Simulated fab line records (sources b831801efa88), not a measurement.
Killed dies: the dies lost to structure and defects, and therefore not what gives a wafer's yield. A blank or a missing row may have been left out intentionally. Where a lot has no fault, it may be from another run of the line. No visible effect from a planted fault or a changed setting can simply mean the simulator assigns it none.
A struck lot beside a sound one	flow gf180mcu	44 out of 602 route steps
Sound: wafers L105.2, L105.4, L105.5. Wafers struck: L112.2, L112.4, L112.5. The cause is given at the end.
Order at every step that has rows: each side's tool, ch and its chambers, its first start. Under that, the readings that differ: sound wafers	struck wafers	difference of the means	sigmas: that difference in standard deviations of wafers without a fault.
alike: words and numbers the same on both sides, and readings whose means are apart by under 2 such deviations; not compared: readings that were withheld, readings missing a value for some wafer, numbers with overlapping values and no deviation given by the record, and bounds like >300 which may hide the same value.
Wherever a step has rows on one side only, a row that says differs or no value, or a row with sigmas, the two part there. Non-overlapping numbers with no deviation appear without sigmas and do not part them. A reading missing from all wafers of one side parts the sides only when that side holds two or more wafers.

first, 1 step without rows for these wafers: GF_MVSD_IMPLANT_09.
GF_MVSD_STRIP_10: strips in O2/N2.
  sound on plasma asher-01 ch 0,1, day 5 11:37; struck on plasma asher-02 ch 0,1, day 7 01:56
  alike: drypump motor current A, heater power w, oes product au, strip time to endpoint s
  not compared: rf hours counter h
GF_MVSD_TW_MEAS_11:
  sound: film metro-03 at day 5 11:43; struck: film metro-02 at day 7 02:02
  alike: MVSD_TW
then, 7 steps without rows for these wafers: GF_MVPSD_DEHYDRATE_00 (time 60 s); GF_MVPSD_HMDS_01 (prime time 60 s); GF_MVPSD_COAT_02 (resist thk 3000 nm); GF_MVPSD_SOFTBAKE_03; GF_MVPSD_EXPOSE_04 (exposes mask MVPSD, target cd 1000 nm); GF_MVPSD_PEB_05; GF_MVPSD_DEVELOP_06 (develop time 60 s).
GF_MVPSD_OVL_MEAS_07:
  sound: overlay-01 at day 6 01:25; struck: overlay-01 at day 7 17:10
  alike: MVPSD_OVL
after that, 1 step had no rows for these wafers: GF_MVPSD_IMPLANT_08.
GF_MVPSD_IMPLANT_09:
  sound on implanter-03 ch 0, day 6 01:41; struck on implanter-03 ch 0, day 7 17:22
reading	sound	struck	difference	sigmas
dose ions cm2	4.997e+12 5.003e+12 4.996e+12	4.9161e+13 4.9152e+13 4.9161e+13	+4.4159e+13	+99 or more
faraday current uA	28.3 27.3 28.5	277.8 285.4 278.6	+252.6	+99 or more
  alike: tilt deg
GF_MVPSD_STRIP_10: strips in O2/N2.
  sound on plasma asher-03 ch 0,1, day 6 01:49; struck on plasma asher-01 ch 0, day 7 17:29
reading	sound	struck	difference	sigmas
heater power w (W)	359 348 367	287 288 291	-69	-2
  alike: drypump motor current A, oes product au, strip time to endpoint s
  not compared: rf hours counter h
GF_MVPSD_TW_MEAS_11:
  sound: film metro-03 at day 6 01:56; struck: film metro-03 at day 7 17:36
reading	sound	struck	difference	sigmas
MVPSD_TW	553 553 551	738 735 735	+184	+57
then, 7 steps without rows for these wafers: GF_VT_IMPLANT_DEHYDRATE_00 (time 60 s); GF_VT_IMPLANT_HMDS_01 (prime time 60 s); GF_VT_IMPLANT_COAT_02 (resist thk 1000 nm); GF_VT_IMPLANT_SOFTBAKE_03 (time 60 s); GF_VT_IMPLANT_EXPOSE_04 (exposes mask LVPWELL LV AREA, target cd 600 nm); GF_VT_IMPLANT_PEB_05; GF_VT_IMPLANT_DEVELOP_06 (develop time 60 s).
GF_VT_IMPLANT_OVL_MEAS_07:
  sound: overlay-01 at day 6 16:52; struck: overlay-01 at day 8 10:22
  alike: VT_IMPLANT_OVL
after that, 1 step had no rows for these wafers: GF_VT_IMPLANT_IMPLANT_08.
GF_VT_IMPLANT_STRIP_09: strips in O2/N2.
  sound on plasma asher-03 ch 0,1, day 6 17:02; struck on plasma asher-02 ch 0,1, day 8 10:32
  alike: drypump motor current A, heater power w, oes product au, strip time to endpoint s
  not compared: rf hours counter h
GF_VT_IMPLANT_TW_MEAS_10:
  sound: film metro-03 at day 6 17:09; struck: film metro-01 at day 8 10:39
  alike: VT_IMPLANT_TW
then, 7 steps without rows for these wafers: GF_VT_IMPLANT_DEHYDRATE_11 (time 60 s); GF_VT_IMPLANT_HMDS_12 (prime time 60 s); GF_VT_IMPLANT_COAT_13 (resist thk 1000 nm); GF_VT_IMPLANT_SOFTBAKE_14 (time 60 s); GF_VT_IMPLANT_EXPOSE_15 (exposes mask Nwell LV AREA, target cd 860 nm); GF_VT_IMPLANT_PEB_16; GF_VT_IMPLANT_DEVELOP_17 (develop time 60 s).
GF_VT_IMPLANT_OVL_MEAS_18:
  sound: overlay-02 at day 7 08:12; struck: overlay-01 at day 9 03:10
  alike: VT_IMPLANT_01_OVL
after that, 1 step had no rows for these wafers: GF_VT_IMPLANT_IMPLANT_19.
GF_VT_IMPLANT_STRIP_20: strips in O2/N2.
  sound on plasma asher-02 ch 0,1, day 7 08:23; struck on plasma asher-01 ch 0,1, day 9 03:20
  alike: drypump motor current A, heater power w, oes product au, strip time to endpoint s
  not compared: rf hours counter h
GF_VT_IMPLANT_TW_MEAS_21:
  sound: film metro-04 at day 7 08:29; struck: film metro-04 at day 9 03:27
  alike: VT_IMPLANT_2_TW
then, 5 steps without rows for these wafers: GF_VT_IMPLANT_DEHYDRATE_22 (time 60 s); GF_VT_IMPLANT_HMDS_23 (prime time 60 s); GF_VT_IMPLANT_COAT_24 (resist thk 1000 nm); GF_VT_IMPLANT_SOFTBAKE_25 (time 60 s); GF_VT_IMPLANT_EXPOSE_26 (exposes mask LVPWELL HV AREA, target cd 860 nm).
GF_VT_IMPLANT_RS_MEAS_49: a four-point-probe measurement.
  sound: film metro-02 at day 8 18:08; struck: film metro-03 at day 10 15:02
reading	sound	struck	difference	sigmas
MVPSD_RS (ohm/sq)	1166.8 1163.3 1165.1	613.7 613.8 614.2	-551.2	-99 or more
GF_PASSIVATION_PROBE_99:
  the record holds rows for the sound wafers here (prober-01, day 30 11:18) but none for the struck ones

== WHERE THEY PART ==
First at GF_MVPSD_IMPLANT_09; last, within this record, at GF_PASSIVATION_PROBE_99.

WHY: the cause the simulator had injected
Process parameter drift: implanter-03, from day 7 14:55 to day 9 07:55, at GF_MVPSD_IMPLANT_09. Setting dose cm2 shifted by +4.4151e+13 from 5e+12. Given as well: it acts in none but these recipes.
